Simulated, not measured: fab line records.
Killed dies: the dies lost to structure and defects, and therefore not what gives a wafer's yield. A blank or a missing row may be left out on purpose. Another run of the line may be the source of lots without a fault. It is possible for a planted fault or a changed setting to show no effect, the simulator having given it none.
Code-filled problem report in 8D (eight disciplines) form ; flow gf180mcu ; the parts of the form that need people (team, actions taken, sign-off) are left out

## 1. THE PROBLEM
SAB_CVD_00_THK at GF_SAB_THK_MEAS_01 reads a mean of 45.5 nm on 3 wafers of 2 lots; wafers without a fault read 50.2 nm with a standard deviation of 0.66. That is -7.1 standard deviations from the usual mean.
The first sign was on wafer L730.4 at day 19 06:52, on film-metro-01. The record holds 42 wafers of 14 lots with a number at this step. By rule, "out" or "out of limits" means more than 4 standard deviations away from the usual mean. All remaining wafers that have a number are taken as sound.

## 2. WHAT IT IS; WHAT IT IS NOT
question;is;is not
which readings at this step;SAB_CVD_00_THK;-
which lots;L730, L733;L717, L718, L719, L720, L722, L723, L724, L725, L732, L737, L738, L739
which wafers of those lots;L730.4, L733.1, L733.3;L730.2, L730.6, L733.5
read on which gauges;film-metro-01;film-metro-02, film-metro-03
when;from day 19 06:52;"up to then (26 sound wafers); but 13 sound wafers of L732, L733, L737, L738, L739 came after"

## 3. WHAT RULES OUT EACH SUSPECT
Counting: any tool at a process step up to the reading remains a suspect provided it ran every lot that is out. Sound lots after the first of them don't rule it out here, since some wafers of a struck lot are sound.
- the gauge at GF_SAB_THK_MEAS_01: kept. All the wafers that are out were read on film-metro-01, and no step on other tools shows them out.
- pecvd-01 at GF_SAB_CVD_00 (deposits SiO2 from TEOS, target thk 50 nm, time 4.9302 s): kept. Ran every lot that is out, first one L730 (day 19 06:50); last sound lot up to then L725 (day 17 12:30).
What counting leaves: pecvd-01 at GF_SAB_CVD_00 and film-metro-01 at GF_SAB_THK_MEAS_01.

## 4. THE CAUSE (what the simulator had put in)
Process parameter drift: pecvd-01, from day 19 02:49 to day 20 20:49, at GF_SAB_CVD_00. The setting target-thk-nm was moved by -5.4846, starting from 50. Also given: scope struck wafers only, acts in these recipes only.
After counting, 2 suspects remain, this tool included.

## 5. THE CHAIN OF EFFECTS, in route order
Each row: a reading where the mean over the struck wafers with a number is more than 3 standard deviations away from the usual. Only readings for which the record gives a usual standard deviation are gone through. hours: the time from each lot's start at the first step in this table that gives one to its start at this step, as a median over the lots. sigmas: the change in usual standard deviations.
hours;step;reading;usual;on struck wafers;change;sigmas
0;GF_SAB_THK_MEAS_01;SAB_CVD_00_THK;50.2 nm;45.5;-4.7;-7.1
At these later measuring or inspecting steps, every struck wafer for which the step has a row has a number for every such reading, and none has moved that far: GF_V1_RS_MEAS_24.

## 6. HOW IT WOULD HAVE BEEN CAUGHT EARLIER
The first out-of-limits reading at a measuring or inspecting step in this record came at day 19 06:52, 4 hours after the fault's start at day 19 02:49.
An alarm limit of 4 standard deviations would not have fired on the tool readings at GF_SAB_CVD_00 for which the record gives a usual standard deviation, since none of them was out on any struck wafer.
Lots out: 2; of these, L733 started GF_SAB_CVD_00 on pecvd-01 after day 19 06:52. A tool hold placed at that time would have kept it from harm.
